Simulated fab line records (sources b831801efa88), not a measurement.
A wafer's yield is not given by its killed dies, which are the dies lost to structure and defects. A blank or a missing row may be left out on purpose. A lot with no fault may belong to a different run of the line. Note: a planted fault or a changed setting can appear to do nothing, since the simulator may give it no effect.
A lot that was struck, set against a sound lot ; flow sky130 ; 36 out of 708 route steps
Sound: the wafers L485.1, L485.2, L485.3. Struck: wafers L493.2, L493.3, L493.4. The cause is named last.
For every step that has rows: the tool of each side, followed by ch and its chambers, followed by its first start. Under that, the readings that differ: sound wafers ; struck wafers ; difference of the means ; sigmas: that difference in standard deviations of wafers without a fault.
alike: readings with means less than 2 such deviations apart, plus words and numbers identical on both sides. not compared: withheld readings, readings lacking a value on some wafer, bounds such as >300 that could conceal the same value, and numbers that have no deviation in the record and whose values overlap.
Wherever a step has rows on one side only, a row that says differs or no value, or a row with sigmas, the two part there. When numbers do not overlap yet have no deviation, they are printed without sigmas and do not part them. Lack of a reading on every wafer of one side parts them only where that side has two or more wafers.

first, 10 steps without rows for these wafers: SKY_VIA4_CMP_02 (polishes SiO2); SKY_VIA4_DEHYDRATE_04 (time 60 s); SKY_VIA4_HMDS_05 (prime time 60 s); SKY_VIA4_COAT_06 (resist thk 1140 nm); SKY_VIA4_SOFTBAKE_07 (time 60 s); SKY_VIA4_EXPOSE_08 (exposes mask VIM4, target cd 800 nm); SKY_VIA4_PEB_09; SKY_VIA4_DEVELOP_10 (develop time 60 s); SKY_VIA4_ETCH_12 (etches SiO2 in C4F8/O2/Ar, stops on TiN, target depth 580 nm); SKY_VIA4_STRIP_13 (strips in O2/N2).
SKY_VIA4_STRIP_14: strips in post etch residue remover, time 1200 s.
  sound on wetBench-03 ch 2, day 45 03:56; struck on wetBench-03 ch 3, day 47 09:44
  alike: bathHeatDutyPct
then, 24 steps without rows for these wafers: SKY_VIA4_CLEAN_15 (cleans in IPA, time 180 s); SKY_VIA4_CLEAN_16 (cleans in O3/DIW); SKY_VIA4_SPUTTER_17 (material TiN, target thk 20 nm, time 80 s); SKY_VIA4_CVD_18 (deposits W, target thk 505 nm, time 152.14 s); SKY_VIA4_CMP_21 (polishes, stops on SiO2, t overpolish 25 s, target thk 0 nm); SKY_METAL5_SPUTTER_00 (material Ti, target thk 15 nm, time 10 s); SKY_METAL5_SPUTTER_01 (material TiN, target thk 20 nm, time 16.7 s); SKY_METAL5_SPUTTER_02 (material AlCu, target thk 1150 nm, time 61.2 s); SKY_METAL5_SPUTTER_03 (material Ti, target thk 5 nm, time 3.3 s); SKY_METAL5_SPUTTER_04 (material TiN, target thk 70 nm, time 58.3 s); SKY_METAL5_DEHYDRATE_07 (time 60 s); SKY_METAL5_HMDS_08 (prime time 60 s); SKY_METAL5_COAT_09 (resist thk 1800 nm); SKY_METAL5_SOFTBAKE_10 (time 60 s); SKY_METAL5_EXPOSE_11 (exposes mask MM5, target cd 1600 nm); SKY_METAL5_PEB_12; SKY_METAL5_DEVELOP_13 (develop time 60 s); SKY_METAL5_DESCUM_14 (chemistry O2, time 11 s); SKY_METAL5_METAL_ETCH_15 (etches the open film in Cl2/BCl3, stops on SiO2, target depth 1260 nm, time 252 s); SKY_METAL5_STRIP_16 (strips in O2/N2); SKY_METAL5_STRIP_17 (strips in post etch residue remover, time 1200 s); SKY_METAL5_CLEAN_18 (cleans in IPA, time 180 s); SKY_METAL5_CLEAN_19 (cleans in O3/DIW); SKY_PASSIVATION_CVD_00 (deposits SiO2, target thk 90 nm).
-- the record jumps here: 3 days lie between the struck wafers' starts before and after (it left off in module PASSIVATION and takes up again in module PAD_OPEN, whose first step shown is number 708 of the route) --
SKY_PAD_OPEN_PROBE_99:
  sound: prober-02 at day 47 22:59; struck: prober-02 at day 49 22:54
reading;sound;struck;difference;sigmas
defectLimitedYield (%);82.3 82.7 81.3;78.9 76.0 77.8;-4.5;-2
killed_at_M4_up;2 3 4;35 42 40;+36;+21
killedDies;87 85 92;104 118 109;+22;+2
sort_bin_3_pad_short (%);0.4 0.6 0.8;3.7 2.6 2.0;+2.2;+5
sortNPass;405 407 400;388 374 383;-22;-2
sortYieldPct (%);82.3 82.7 81.3;78.9 76.0 77.8;-4.5;-2
model.etest.tester.sortNPass;405 407 400;388 374 383;-22;
model.etest.tester.sortYieldPct (%);82.32 82.72 81.3;78.86 76.02 77.85;-4.54;
model.etest.tester.sort_bin_5_pct (%);10.77 11.59 11.18;12.6 12.8 14.43;+2.1;
model.etest.tester.sort_bin_3_pct (%);0.4065 0.6098 0.813;3.659 2.642 2.033;+2.168;
  alike: killed_at_M0_to_M3, killedAtContacts, killedAtFrontEnd, killedAtOther, killedOpen, killedShort, sort_bin_5_function, sort_bin_6_memory

== WHERE THEY PART ==
Within this record, at SKY_PAD_OPEN_PROBE_99 only.

WHY: the cause the simulator had injected
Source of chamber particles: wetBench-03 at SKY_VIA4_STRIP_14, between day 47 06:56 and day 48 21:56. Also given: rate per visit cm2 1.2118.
